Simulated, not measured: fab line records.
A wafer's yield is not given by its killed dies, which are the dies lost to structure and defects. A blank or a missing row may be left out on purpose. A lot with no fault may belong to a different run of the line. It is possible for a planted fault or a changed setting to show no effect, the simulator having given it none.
Chamber matching ; flow gf180mcu ; pecvd-01 running GF_CONTACT_CVD_02: 3 sister chambers
The step deposits SiO2 from TEOS, target thk 860 nm, time 95.992 s. 16 wafers are shown with their chamber, then 8 later ones without.

WAFERS PAIRED WITH THEIR CHAMBERS
wafer;chamber;heater power w (W);heater power outer w (W)
L586.3;1;505;262
L586.5;1;559;303
L586.6;2;675;348
L587.1;1;610;334
L587.4;2;733;393
L587.6;1;482;240
L590.1;0;571;315
L590.2;2;663;358
L590.6;0;664;382
L597.1;1;578;327
L597.5;2;594;304
L597.6;0;534;282
L600.2;0;527;284
L600.4;1;608;340
L600.6;0;608;336
L602.1;1;554;292

SIGNATURES, as means of the wafers listed above
reading;chamber 0;chamber 1;chamber 2;scatter within a chamber
heater power w;580.80;556.57;666.25;53.2
heater power outer w;319.80;299.71;350.75;38.7
Rule: for a wafer and a chamber, the distance is found by dividing, reading by reading, the gap between the wafer's reading and the chamber's mean by the reading's scatter, squaring, summing and taking the root. The wafer belongs to the nearest chamber; if the next one is less than 2 further off, it can't be placed. How the scatter is found: for the shown wafers, subtract from each reading the mean of its chamber, square and add these, divide the total by (wafers less chambers), then take the root.

WAFERS WHOSE CHAMBER IS MISSING
wafer;heater power w (W);heater power outer w (W)
L602.3;719;407
L602.4;593;322
L606.1;609;330
L606.3;602;306
L606.4;661;352
L608.3;551;302
L608.4;582;294
L608.5;583;347

WHICH CHAMBER EACH WENT THROUGH
wafer;from the rows above;in truth
L602.3;can't be placed: 2 or 0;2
L602.4;can't be placed: 0 or 1 or 2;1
L606.1;can't be placed: 0 or 2 or 1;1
L606.3;can't be placed: 0 or 1 or 2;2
L606.4;can't be placed: 2 or 0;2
L608.3;can't be placed: 1 or 0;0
L608.4;can't be placed: 1 or 0 or 2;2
L608.5;can't be placed: 0 or 1 or 2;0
Placed correctly: 0 of 8. Unplaceable from these rows: 8, with the true chamber sitting among the candidates in 8. Number placed wrongly: 0.
